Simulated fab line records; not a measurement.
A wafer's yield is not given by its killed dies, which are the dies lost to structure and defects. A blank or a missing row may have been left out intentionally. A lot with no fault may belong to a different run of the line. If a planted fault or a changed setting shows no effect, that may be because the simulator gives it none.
What tool caused it? || flow gf180mcu || 14 lots, 42 wafers sampled, at 5 steps of a route of 602

WHAT EACH GAUGE READ, for each wafer
GF_VT_IMPLANT_TW_MEAS_32.
{"lot": "L635", "measured": "day 6 20:10", "on": "filmMetro-03", "VT_IMPLANT_3_TW": "269.4 269.7 270.4"}
{"lot": "L637", "measured": "day 7 07:10", "on": "filmMetro-02", "VT_IMPLANT_3_TW": "267.6 266.5 267.0"}
{"lot": "L638", "measured": "day 7 17:57", "on": "filmMetro-02", "VT_IMPLANT_3_TW": "266.6 266.3 267.0"}
{"lot": "L639", "measured": "day 7 21:26", "on": "filmMetro-03", "VT_IMPLANT_3_TW": "267.6 268.6 270.2"}
{"lot": "L640", "measured": "day 8 04:22", "on": "filmMetro-01", "VT_IMPLANT_3_TW": "262.4 263.0 264.7"}
{"lot": "L641", "measured": "day 8 10:02", "on": "filmMetro-03", "VT_IMPLANT_3_TW": "270.9 271.4 270.1"}
{"lot": "L642", "measured": "day 8 16:34", "on": "filmMetro-02", "VT_IMPLANT_3_TW": "267.8 268.4 267.3"}
{"lot": "L643", "measured": "day 8 23:07", "on": "filmMetro-02", "VT_IMPLANT_3_TW": "266.0 267.8 267.0"}
{"lot": "L645", "measured": "day 9 14:12", "on": "filmMetro-03", "VT_IMPLANT_3_TW": "266.6 268.5 269.4"}
{"lot": "L649", "measured": "day 10 18:17", "on": "filmMetro-03", "VT_IMPLANT_3_TW": "268.9 268.9 269.7"}
{"lot": "L650", "measured": "day 10 21:05", "on": "filmMetro-01", "VT_IMPLANT_3_TW": "264.8 265.5 264.6"}
{"lot": "L652", "measured": "day 11 16:16", "on": "filmMetro-03", "VT_IMPLANT_3_TW": "269.5 269.6 268.8"}
{"lot": "L655", "measured": "day 12 08:01", "on": "filmMetro-01", "VT_IMPLANT_3_TW": "262.9 262.0 262.0"}
{"lot": "L658", "measured": "day 13 05:24", "on": "filmMetro-03", "VT_IMPLANT_3_TW": "268.2 269.9 269.9"}

GF_HV_LDD_CD_MEAS_19: target cd 400 nm.
{"lot": "L635", "measured": "day 10 15:28", "on": "cdSem-02", "cdNm (nm)": "401.4 402.0 403.4"}
{"lot": "L637", "measured": "day 11 05:04", "on": "cdSem-02", "cdNm (nm)": "396.9 397.5 397.3"}
{"lot": "L638", "measured": "day 11 16:38", "on": "cdSem-02", "cdNm (nm)": "405.3 400.9 402.3"}
{"lot": "L639", "measured": "day 12 01:26", "on": "cdSem-02", "cdNm (nm)": "401.1 400.8 402.1"}
{"lot": "L640", "measured": "day 12 07:26", "on": "cdSem-01", "cdNm (nm)": "400.8 400.5 401.3"}
{"lot": "L641", "measured": "day 12 11:58", "on": "cdSem-01", "cdNm (nm)": "398.1 396.2 396.5"}
{"lot": "L642", "measured": "day 12 19:40", "on": "cdSem-01", "cdNm (nm)": "400.5 397.7 396.4"}
{"lot": "L643", "measured": "day 13 01:04", "on": "cdSem-01", "cdNm (nm)": "397.2 399.5 397.9"}
{"lot": "L645", "measured": "day 13 20:46", "on": "cdSem-01", "cdNm (nm)": "397.7 396.4 398.7"}
{"lot": "L649", "measured": "day 15 06:31", "on": "cdSem-02", "cdNm (nm)": "399.9 400.2 401.3"}
{"lot": "L650", "measured": "day 15 11:13", "on": "cdSem-02", "cdNm (nm)": "399.4 397.4 401.5"}
{"lot": "L652", "measured": "day 16 08:26", "on": "cdSem-02", "cdNm (nm)": "400.8 402.7 401.8"}
{"lot": "L655", "measured": "day 17 03:47", "on": "cdSem-02", "cdNm (nm)": "399.1 402.4 397.7"}
{"lot": "L658", "measured": "day 18 01:30", "on": "cdSem-02", "cdNm (nm)": "401.1 401.2 401.6"}

GF_PSD_CD_MEAS_07: target cd 400 nm.
{"lot": "L635", "measured": "day 14 02:44", "on": "cdSem-01", "cdNm (nm)": "401.9 402.3 400.7"}
{"lot": "L637", "measured": "day 14 17:19", "on": "cdSem-01", "cdNm (nm)": "398.9 398.4 398.5"}
{"lot": "L638", "measured": "day 15 06:57", "on": "cdSem-01", "cdNm (nm)": "399.8 400.7 398.9"}
{"lot": "L639", "measured": "day 15 16:40", "on": "cdSem-01", "cdNm (nm)": "397.9 399.1 395.1"}
{"lot": "L640", "measured": "day 15 22:58", "on": "cdSem-02", "cdNm (nm)": "401.8 403.9 402.1"}
{"lot": "L641", "measured": "day 16 04:08", "on": "cdSem-02", "cdNm (nm)": "399.8 401.4 400.4"}
{"lot": "L642", "measured": "day 16 12:34", "on": "cdSem-01", "cdNm (nm)": "403.4 402.1 400.0"}
{"lot": "L643", "measured": "day 16 19:19", "on": "cdSem-02", "cdNm (nm)": "400.7 396.8 398.6"}
{"lot": "L645", "measured": "day 17 16:55", "on": "cdSem-01", "cdNm (nm)": "401.9 402.2 402.6"}
{"lot": "L649", "measured": "day 19 06:30", "on": "cdSem-01", "cdNm (nm)": "400.1 397.7 396.9"}
{"lot": "L650", "measured": "day 19 10:52", "on": "cdSem-02", "cdNm (nm)": "399.7 397.8 397.3"}
{"lot": "L652", "measured": "day 20 09:16", "on": "cdSem-02", "cdNm (nm)": "401.7 403.5 403.0"}
{"lot": "L655", "measured": "day 21 06:11", "on": "cdSem-01", "cdNm (nm)": "393.8 395.1 394.0"}
{"lot": "L658", "measured": "day 22 06:30", "on": "cdSem-01", "cdNm (nm)": "393.9 396.5 396.6"}

GF_SAB_OVL_MEAS_10.
{"lot": "L635", "measured": "day 15 00:49", "on": "overlay-01", "SAB_OVL (nm)": "0.7 -0.6 -0.1"}
{"lot": "L637", "measured": "day 15 15:58", "on": "overlay-02", "SAB_OVL (nm)": "-2.5 1.4 1.1"}
{"lot": "L638", "measured": "day 16 05:31", "on": "overlay-02", "SAB_OVL (nm)": "-0.2 1.0 -0.4"}
{"lot": "L639", "measured": "day 16 15:43", "on": "overlay-01", "SAB_OVL (nm)": "-3.0 -2.7 -1.6"}
{"lot": "L640", "measured": "day 16 22:07", "on": "overlay-02", "SAB_OVL (nm)": "1.7 1.5 1.7"}
{"lot": "L641", "measured": "day 17 03:38", "on": "overlay-02", "SAB_OVL (nm)": "0.6 -1.5 -1.9"}
{"lot": "L642", "measured": "day 17 12:22", "on": "overlay-01", "SAB_OVL (nm)": "0.3 0.7 -0.3"}
{"lot": "L643", "measured": "day 17 18:28", "on": "overlay-02", "SAB_OVL (nm)": "-0.8 -3.3 -1.6"}
{"lot": "L645", "measured": "day 18 16:56", "on": "overlay-01", "SAB_OVL (nm)": "2.1 2.9 0.5"}
{"lot": "L649", "measured": "day 20 07:10", "on": "overlay-02", "SAB_OVL (nm)": "0.1 -1.7 -0.8"}
{"lot": "L650", "measured": "day 20 11:01", "on": "overlay-02", "SAB_OVL (nm)": "2.0 0.5 -0.1"}
{"lot": "L652", "measured": "day 21 10:13", "on": "overlay-02", "SAB_OVL (nm)": "0.1 0.0 0.7"}
{"lot": "L655", "measured": "day 22 06:55", "on": "overlay-01", "SAB_OVL (nm)": "-2.8 -0.2 -2.2"}
{"lot": "L658", "measured": "day 23 05:44", "on": "overlay-01", "SAB_OVL (nm)": "0.8 1.4 0.7"}

EACH LOT AND THE TOOL THAT RAN IT (in order: tool; ch and the chambers of the sampled wafers; start)
{"lot": "L635", "GF_PSD_DEVELOP_06": "lithoTrack-04 ch 0, day 14 02:36"}
{"lot": "L637", "GF_PSD_DEVELOP_06": "lithoTrack-04 ch 0, day 14 17:10"}
{"lot": "L638", "GF_PSD_DEVELOP_06": "lithoTrack-02 ch 0, day 15 06:49"}
{"lot": "L639", "GF_PSD_DEVELOP_06": "lithoTrack-01 ch 0, day 15 16:31"}
{"lot": "L640", "GF_PSD_DEVELOP_06": "lithoTrack-02 ch 0, day 15 22:49"}
{"lot": "L641", "GF_PSD_DEVELOP_06": "lithoTrack-01 ch 0, day 16 04:00"}
{"lot": "L642", "GF_PSD_DEVELOP_06": "lithoTrack-01 ch 0, day 16 12:25"}
{"lot": "L643", "GF_PSD_DEVELOP_06": "lithoTrack-01 ch 0, day 16 19:10"}
{"lot": "L645", "GF_PSD_DEVELOP_06": "lithoTrack-02 ch 0, day 17 16:47"}
{"lot": "L649", "GF_PSD_DEVELOP_06": "lithoTrack-02 ch 0, day 19 06:22"}
{"lot": "L650", "GF_PSD_DEVELOP_06": "lithoTrack-01 ch 0, day 19 10:43"}
{"lot": "L652", "GF_PSD_DEVELOP_06": "lithoTrack-01 ch 0, day 20 09:07"}
{"lot": "L655", "GF_PSD_DEVELOP_06": "lithoTrack-01 ch 0, day 21 06:02"}
{"lot": "L658", "GF_PSD_DEVELOP_06": "lithoTrack-01 ch 0, day 22 06:22"}
- GF_PSD_DEVELOP_06: develop time 60 s.

WHAT THE TOOLS THEMSELVES READ (means of the sampled wafers that have a number; where no wafer has one, the mark that the record gives instead)
GF_PSD_DEVELOP_06.
{"lot": "L635", "tool": "lithoTrack-04", "developerTempC (C)": 23.05}
{"lot": "L637", "tool": "lithoTrack-04", "developerTempC (C)": 22.96}
{"lot": "L638", "tool": "lithoTrack-02", "developerTempC (C)": 23.01}
{"lot": "L639", "tool": "lithoTrack-01", "developerTempC (C)": 23.01}
{"lot": "L640", "tool": "lithoTrack-02", "developerTempC (C)": 23.04}
{"lot": "L641", "tool": "lithoTrack-01", "developerTempC (C)": 22.94}
{"lot": "L642", "tool": "lithoTrack-01", "developerTempC (C)": 22.96}
{"lot": "L643", "tool": "lithoTrack-01", "developerTempC (C)": 22.89}
{"lot": "L645", "tool": "lithoTrack-02", "developerTempC (C)": 23.07}
{"lot": "L649", "tool": "lithoTrack-02", "developerTempC (C)": 22.98}
{"lot": "L650", "tool": "lithoTrack-01", "developerTempC (C)": 23.04}
{"lot": "L652", "tool": "lithoTrack-01", "developerTempC (C)": 23.07}
{"lot": "L655", "tool": "lithoTrack-01", "developerTempC (C)": 25.31}
{"lot": "L658", "tool": "lithoTrack-01", "developerTempC (C)": 25.28}

THE ANSWER, worked out from the rows above alone
Rule: what is usual is taken from the lots themselves. The widest of any qualifying gaps counts: lots, ordered by their means at a reading, are off when they make up no more than a third of the lots, leave a main group of 4 or more, and stand apart from it by 3 or more times the standard deviation of that group's means. A main group whose means are all the same, to the digits that the tables above print for the reading, isn't used. A lot without any number at a reading at which 4 lots or more have one is off too. All remaining lots with rows at the step are treated as sound. Order of review: gauges by route order, followed by the tools' own readings, for which a lot's mean as printed above is used. At the first step where some lot is off, the reading lying furthest off is the one used; lots without a number count as furthest.
Off: L655, L658, at GF_PSD_DEVELOP_06 (developerTempC). The main group: mean 23.00 C, standard deviation 0.054.
A tool fits if, at that step or a process step before it, it ran every lot that is off, and no sound lot after the first of them. One fits: lithoTrack-01 at GF_PSD_DEVELOP_06. Its last sound lot is L652 (day 20 09:07), its first lot that is off L655 (day 21 06:02): a fault that began between those two fits.
On the lots that are off, the tool's own readings at GF_PSD_DEVELOP_06 differ by more than 5 times the standard deviation of the sound lots' means, which bears it out; developerTempC reads 25.30 C there versus 23.00 C on the sound lots.

WHAT THE SIMULATOR PUT IN
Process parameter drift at GF_PSD_DEVELOP_06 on lithoTrack-01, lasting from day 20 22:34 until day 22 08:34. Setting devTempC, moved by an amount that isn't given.
Shown lots that were struck: L655, L658. Same finding as the rule above.
